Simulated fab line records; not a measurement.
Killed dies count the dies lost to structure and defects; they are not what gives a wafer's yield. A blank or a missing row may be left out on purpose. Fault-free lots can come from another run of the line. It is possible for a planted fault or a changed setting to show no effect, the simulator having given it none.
A single fault, viewed from 2 desks | flow sky130 | each desk has only its own numbers; what lay behind them comes last

== FOR THE TOOL OWNER'S DESK: implanter-01 ==
SKY_GATE_OXIDE_IMPLANT_11, tool's own readings: per-lot mean of the sampled wafers with a number, covering each lot this tool ran. A lot is out of limits, marked OUT, if its mean lies more than 4 standard deviations from the usual mean; the brackets give that distance.
Columns: A = beamEnergyKeV at SKY_GATE_OXIDE_IMPLANT_11, usual 10.001
lot  | first seen here | A
L550 | day 15 12:49    | 9.998
L555 | day 17 10:28    | 10.000
L557 | day 17 20:07    | 9.999
L556 | day 17 22:40    | 10.950 (+99 or more) OUT
L559 | day 18 11:58    | 10.948 (+99 or more) OUT
Finding of this desk: L556, L559 out of limits; the first was L556 at day 17 22:40, on beamEnergyKeV at SKY_GATE_OXIDE_IMPLANT_11. L550, L555, L557: within limits.

== AT THE METROLOGY DESK ==
Means of the sampled wafers that have a number, per lot and without regard to the tool the lot ran on: this is what the gauges read. A lot is out of limits, marked OUT, if its mean lies more than 4 standard deviations from the usual mean; the brackets give that distance.
Columns: A = VT_ADJUST_NCORE_TW at SKY_VT_ADJUST_NCORE_TW_MEAS_11, usual 220.1; B = SONOS_ONO_OXIDATION_THK at SKY_SONOS_ONO_THK_MEAS_01, usual 2.61 nm; C = GATE_OXIDE_TW at SKY_GATE_OXIDE_TW_MEAS_14, usual 226.1
lot  | first seen here | A     | B    | C
L546 | day 8 22:10     | 220.3 | 2.68 | 226.4
L550 | day 9 23:18     | 218.9 | 2.50 | 226.0
L552 | day 10 11:38    | 221.1 | 2.65 | 230.4
L555 | day 11 13:41    | 224.0 | 2.65 | 225.7
L556 | day 12 00:07    | 218.1 | 2.52 | 230.6
L557 | day 12 01:01    | 217.4 | 2.59 | 225.6
L558 | day 12 10:17    | 216.6 | 2.55 | 226.6
L559 | day 12 12:48    | 217.0 | 2.64 | 232.9
L560 | day 13 06:36    | 218.7 | 2.55 | 226.4
L564 | day 14 03:57    | 220.1 | 2.54 | 227.7
L568 | day 16 03:07    | 219.5 | 2.61 | 224.4
L567 | day 16 03:37    | 224.8 | 2.61 | 224.7
This desk found nothing out of limits on any of the 12 lots.

== TAKEN TOGETHER ==
The tool owner's desk had the chance to raise an alarm at day 17 22:40 on L556, L559.
The metrology desk saw nothing out of limits.
The metrology desk has L556, L559 on record, within its limits.
SKY_GATE_OXIDE_IMPLANT_11 was run on implanter-01 by each of the lots named.

== WHAT THE SIMULATOR HAD INSERTED ==
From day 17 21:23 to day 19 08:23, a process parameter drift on implanter-01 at SKY_GATE_OXIDE_IMPLANT_11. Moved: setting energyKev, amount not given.
Struck lots among those shown: L556, L559.
Time in hours from fault onset to the first out-of-limits reading at each desk: the tool owner's desk, 1.
